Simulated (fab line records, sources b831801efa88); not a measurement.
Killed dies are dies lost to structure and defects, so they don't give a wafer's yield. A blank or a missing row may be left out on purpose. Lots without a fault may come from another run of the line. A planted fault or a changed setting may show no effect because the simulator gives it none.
Split-lot experiment | flow gf180mcu | 5 lots, 23 wafers read, on a route of 602 steps

THE SPLIT
At GF_M5_COAT_02 (resist thk 1000 nm), the setting resist_thk_nm was moved away from the recipe's 1000 nm on 10 of the 23 wafers read, by -5.0% to -2.1%. The other wafers ran this setting at the recipe's value.

FROM THE SPLIT TO THE READING: what the file shows between them, 5 steps
- GF_M5_SOFTBAKE_03: time 60 s (also split here: temp_c)
- GF_M5_EXPOSE_04: exposes mask Metal5, target cd 280 nm
- GF_M5_PEB_05: peb time 90 s
- GF_M5_ETCH_09: etches Si3N4 in CF4/O2, target depth 52 nm, time 11.6 s
- GF_M5_METAL_ETCH_10: etches the open film in Cl2/BCl3, stops on SiO2, target depth 627.5 nm, time 99.81 s

THE READING
oes_product_au, in a.u., at GF_M5_STRIP_11 (strips in O2/N2). Fault-free wafers of this fab line usually give 0.549 a.u., standard deviation 0.005 a.u..

wafer  | tool, chamber at the split | resist_thk_nm as run, nm | against the recipe | oes_product_au, a.u. | against lot-mates on the recipe
L077.2 | litho_track-04, 0          | 1000                     | recipe             | 0.549                | -
L077.3 | litho_track-04, 0          | 949.8                    | -5.0%              | 0.529                | -0.021
L077.4 | litho_track-04, 0          | 1000                     | recipe             | 0.551                | -
L077.5 | litho_track-04, 0          | 949.8                    | -5.0%              | 0.529                | -0.021
L077.6 | litho_track-04, 0          | 949.8                    | -5.0%              | 0.532                | -0.018
L076.1 | litho_track-04, 0          | 953.9                    | -4.6%              | 0.526                | -0.026
L076.2 | litho_track-04, 0          | 1000                     | recipe             | 0.544                | -
L076.3 | litho_track-04, 0          | 953.9                    | -4.6%              | 0.531                | -0.021
L076.5 | litho_track-04, 0          | 1000                     | recipe             | 0.551                | -
L076.6 | litho_track-04, 0          | 1000                     | recipe             | 0.561                | -
L081.2 | litho_track-04, 0          | 1000                     | recipe             | 0.556                | -
L081.3 | litho_track-04, 0          | 1000                     | recipe             | 0.558                | -
L081.4 | litho_track-04, 0          | 1000                     | recipe             | 0.552                | -
L080.2 | litho_track-01, 0          | 1000                     | recipe             | 0.541                | -
L080.3 | litho_track-01, 0          | 978.7                    | -2.1%              | 0.542                | -0.006
L080.4 | litho_track-01, 0          | 978.7                    | -2.1%              | 0.530                | -0.018
L080.5 | litho_track-01, 0          | 1000                     | recipe             | 0.556                | -
L080.6 | litho_track-01, 0          | 1000                     | recipe             | 0.547                | -
L083.2 | litho_track-03, 0          | 969.3                    | -3.1%              | 0.534                | -0.020
L083.3 | litho_track-03, 0          | 1000                     | recipe             | 0.549                | -
L083.4 | litho_track-03, 0          | 1000                     | recipe             | 0.560                | -
L083.5 | litho_track-03, 0          | 969.3                    | -3.1%              | 0.526                | -0.028
L083.6 | litho_track-03, 0          | 969.3                    | -3.1%              | 0.541                | -0.013

THE FIT
A straight line over all 23 wafers: oes_product_au changes by +0.00487 a.u. for each +1% of resist_thk_nm; r = +0.86; the points scatter about the line by 0.006 a.u..
The same after taking each lot's own level away (the mean of its wafers on the recipe; 23 wafers): +0.00474 a.u. for each +1%; r = +0.86; scatter 0.0058 a.u..
On that fit, the largest move of resist_thk_nm shifts the reading by 0.024 a.u..
The lots' own levels span 0.5480 to 0.5553 a.u., that is 1.5 times the standard deviation above.
So the lot-to-lot level changes the slope little: the two slopes agree.
Check: with one of the wafers moved furthest among these (-5.0%) left out of the fit, the line predicts -0.0251 a.u. for it against its lot-mates. It came out at -0.021 a.u. against them.

OTHER SPLITS ON THESE WAFERS
These wafers also went through other splits before the reading. Each is held against what the fit with the lots' levels taken away leaves over:
other split on the same wafers  | wafers away from the commonest value | r with oes_product_au (lot level and that fit taken away)
GF_V3_CVD_00 sih4_flow_sccm     | 10                                   | -0.07
GF_V3_CVD_23 temp_c             | 10                                   | -0.03
GF_V4_CMP_04 leave_above_ref_nm | 8                                    | +0.10
GF_V4_PEB_12 peb_temp_c         | 9                                    | -0.16
GF_V4_ETCH_17 source_w          | 8                                    | +0.18
GF_V4_SPUTTER_22 power_w        | 8                                    | -0.15
GF_MIM_SPUTTER_04 time_s        | 5                                    | +0.18
GF_MIM_EXPOSE_16 dose_mj        | 9                                    | +0.38
GF_M5_SOFTBAKE_03 temp_c        | 11                                   | -0.39

THE WHOLE CHAIN: every reading that the file lists as answering this split, in the file's order
step           | what it does       | reading                                                                   | change (the file's fit)                   | r (the file's)
GF_M5_COAT_02  | resist thk 1000 nm | KrF_of_M5_COAT_02.thk_nm (the simulator's own value, which no gauge read) | +9.89 nm for each +1% of the setting      | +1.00
GF_M5_STRIP_11 | strips in O2/N2    | oes_product_au                                                            | +0.00501 a.u. for each +1% of the setting | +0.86
GF_M5_STRIP_11 | strips in O2/N2    | strip_time_to_endpoint_s                                                  | withheld for each +1% of the setting      | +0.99

THE FILE'S OWN FIT
oes_product_au changes by +0.00501 a.u. for each +1% of resist_thk_nm, r = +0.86.
